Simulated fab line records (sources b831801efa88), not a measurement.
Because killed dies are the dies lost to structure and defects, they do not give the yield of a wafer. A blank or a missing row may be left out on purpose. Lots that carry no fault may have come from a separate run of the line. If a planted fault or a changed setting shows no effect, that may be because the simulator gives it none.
A single fault, viewed from 2 desks :: flow gf180mcu :: only its own numbers are on each desk; what lay behind them is given at the end

METROLOGY DESK
What the gauges read, lot by lot, whatever tool the lot ran on: means of the sampled wafers that have a number. A lot is out of limits, marked OUT, if its mean lies more than 4 standard deviations from the usual mean; the brackets give that distance.
Columns: A = V2_W_RS at GF_V2_RS_MEAS_24, usual 0.327 ohm/sq; B = V2_W_THK at GF_V2_THK_MEAS_25, usual 354 nm
lot: L530
first seen here: day 20 06:48
A: 0.327
B: 354

lot: L532
first seen here: day 21 07:08
A: 0.326
B: 354

lot: L545
first seen here: day 25 17:07
A: 0.325
B: 360

lot: L546
first seen here: day 25 22:49
A: 0.331
B: 354

lot: L548
first seen here: day 26 14:11
A: 0.328
B: 354

lot: L552
first seen here: day 27 16:02
A: 0.323
B: 360
This desk found nothing out of limits on any of the 6 lots.

AT THE TOOL OWNER'S DESK: pvd_sputter-03
The tool's own readings at GF_M3_SPUTTER_03 (material Ti, target thk 10 nm, time 6.7 s): means of the sampled wafers that have a number, for each lot that ran on this tool. A lot is out of limits, marked OUT, if its mean lies more than 4 standard deviations from the usual mean; the brackets give that distance.
Columns: A = cathode_dc_power_W at GF_M3_SPUTTER_03, usual 2999.9 W; B = throttle_valve_pct at GF_M3_SPUTTER_03, usual 29.8 %
lot: L532
first seen here: day 21 07:46
A: 3000.8
B: 29.9

lot: L545
first seen here: day 25 17:43
A: 3000.1
B: 29.5

lot: L546
first seen here: day 25 23:27
A: 2999.4
B: 29.3
This desk found nothing out of limits on any of the 3 lots.

BROUGHT TOGETHER
Metrology desk: nothing out of limits seen.
The desk of the tool owner found nothing out of limits.

WHAT THE SIMULATOR HAD PUT IN
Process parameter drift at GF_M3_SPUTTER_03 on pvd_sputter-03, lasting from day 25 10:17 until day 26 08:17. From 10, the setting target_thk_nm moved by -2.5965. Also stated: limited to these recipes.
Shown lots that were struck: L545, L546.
